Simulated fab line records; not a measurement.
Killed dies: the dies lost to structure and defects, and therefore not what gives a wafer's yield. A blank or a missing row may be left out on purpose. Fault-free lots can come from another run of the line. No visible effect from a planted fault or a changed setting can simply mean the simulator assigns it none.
A lot that was struck, set against a sound lot | flow sky130 | 19 steps out of a route of 708
Sound: these wafers, L386.2, L386.4, L386.5. Wafers struck: L382.3, L382.4, L382.6. The cause is named last.
Per side, at each step with rows, come the tool, then ch with its chambers, and then its first start. Under that, the readings that differ: sound wafers | struck wafers | difference of the means | sigmas: that difference in standard deviations of wafers without a fault.
alike: readings with means less than 2 such deviations apart, plus words and numbers identical on both sides. not compared: withheld readings, readings lacking a value on some wafer, bounds such as >300 that could conceal the same value, and numbers that have no deviation in the record and whose values overlap.
A row with sigmas, a row that says differs or no value, or rows on one side alone: a step with any of these is where the two part. Non-overlapping numbers with no deviation appear without sigmas and do not part them. Lack of a reading on every wafer of one side parts them only where that side has two or more wafers.

first, 4 steps without rows for these wafers: SKY_VT_ADJUST_LVTN_SOFTBAKE_14 (time 60 s); SKY_VT_ADJUST_LVTN_EXPOSE_15 (exposes mask HVN STD DERIVED, target cd 600 nm); SKY_VT_ADJUST_LVTN_PEB_16; SKY_VT_ADJUST_LVTN_DEVELOP_17 (develop time 57.72 s).
SKY_VT_ADJUST_LVTN_OVL_MEAS_18:
  sound on overlay-02, day 12 23:07; struck on overlay-02, day 12 00:08
  alike: VT_ADJUST_LVTN_01_OVL
after that, 1 step had no rows for these wafers: SKY_VT_ADJUST_LVTN_IMPLANT_19.
SKY_VT_ADJUST_LVTN_STRIP_20: strips in O2/N2.
  sound on plasma-asher-02 ch 0, day 12 23:18; struck on plasma-asher-02 ch 0,1, day 12 00:20
  reading                     | sound          | struck         | difference | sigmas
  drypump-motor-current-A (A) | 5.32 5.32 5.31 | 6.15 5.31 6.17 | +0.56      | +2
  alike: oes-product-au, strip-time-to-endpoint-s
  not compared: rf-hours-counter-h
SKY_VT_ADJUST_LVTN_TW_MEAS_21:
  sound on film-metro-04, day 12 23:25; struck on film-metro-03, day 12 00:26
  reading             | sound             | struck            | difference | sigmas
  VT_ADJUST_LVTN_2_TW | 184.7 185.1 184.7 | 188.1 188.6 187.7 | +3.3       | +3
then, 4 steps without rows for these wafers: SKY_VT_ADJUST_NCORE_DEHYDRATE_00 (time 60 s); SKY_VT_ADJUST_NCORE_HMDS_01 (prime time 60 s); SKY_VT_ADJUST_NCORE_COAT_02 (resist thk 1154 nm); SKY_VT_ADJUST_NCORE_SOFTBAKE_03 (time 60 s).
SKY_VT_ADJUST_NCORE_EXPOSE_04: exposes mask LVTN COMPLEMENT THIN, target cd 380 nm.
  sound on iline-stepper-01 ch 0, day 13 10:59; struck on iline-stepper-02 ch 0, day 12 13:10
  reading                                 | sound                | struck            | difference | sigmas
  model.VT_ADJUST_NCORE.overlay-x-nm (nm) | -1.271 -1.271 -1.271 | 193.5 193.5 193.5 | +194.8     |
  alike: mask
then, 2 steps without rows for these wafers: SKY_VT_ADJUST_NCORE_PEB_05; SKY_VT_ADJUST_NCORE_DEVELOP_06 (develop time 60 s).
SKY_VT_ADJUST_NCORE_CD_MEAS_07 targets a cd of 380 nm.
  sound on cd-sem-01, day 13 23:39; struck on cd-sem-02, day 13 00:07
  alike: cd-nm
SKY_VT_ADJUST_NCORE_OVL_MEAS_08:
  sound on overlay-01, day 13 23:46; struck on overlay-01, day 13 00:13
  reading                  | sound          | struck            | difference | sigmas
  VT_ADJUST_NCORE_OVL (nm) | -1.1 -1.6 -1.2 | 191.5 193.7 192.5 | +193.9     | +99 or more
after that, 1 step had no rows for these wafers: SKY_VT_ADJUST_NCORE_IMPLANT_09.
-- a jump in the record: the struck wafers' starts before and after are 37 days apart (it breaks off in module VT_ADJUST_NCORE and resumes in module PAD_OPEN, where the first step shown is number 708 of the route) --
SKY_PAD_OPEN_PROBE_99:
  sound on prober-02, day 50 10:03; struck on prober-02, day 49 16:11
  reading                                    | sound                   | struck                  | difference | sigmas
  killed-at-front-end                        | 14 19 9                 | 25 23 30                | +12        | +3
  model.etest.sram-nfet-pass.drive-ua-um     | 485 486.8 470.2         | 558.9 594.5 562.4       | +91.3      |
  model.etest.sram-pfet-latch.drive-ua-um    | 146.5 151.3 139.9       | 169.2 169.8 160.7       | +20.7      |
  model.etest.sram-pfet-latch.off-log10-a-um | -12.48 -12.22 -12.61    | -11.65 -11.6 -11.84     | +0.74      |
  model.etest.sram-nfet-pass.off-log10-a-um  | -12.86 -12.68 -12.91    | -12.05 -11.66 -12.12    | +0.87      |
  model.etest.sram-nfet-pass.vt-sat-v (V)    | 0.5743 0.5756 0.5812    | 0.4951 0.4511 0.4867    | -0.0994    |
  model.etest.sram-pfet-latch.vt-sat-v (V)   | -0.7548 -0.7396 -0.7739 | -0.6616 -0.6615 -0.6925 | +0.0842    |
  model.etest.sram-nfet-pass.vt-v (V)        | 0.6727 0.6835 0.6829    | 0.6266 0.5753 0.6082    | -0.0763    |
  model.etest.sram-pfet-latch.vt-v (V)       | -0.8899 -0.8879 -0.9141 | -0.8317 -0.822 -0.8491  | +0.0630    |
  alike: killed_at_M0_to_M3, killed_at_M4_up, killed-at-contacts, killed-at-other, killed-dies, killed-open, killed-short

## WHERE THEY PART
At SKY_VT_ADJUST_LVTN_STRIP_20 first; at SKY_PAD_OPEN_PROBE_99 last (within this record only).

WHY: the cause the simulator had injected
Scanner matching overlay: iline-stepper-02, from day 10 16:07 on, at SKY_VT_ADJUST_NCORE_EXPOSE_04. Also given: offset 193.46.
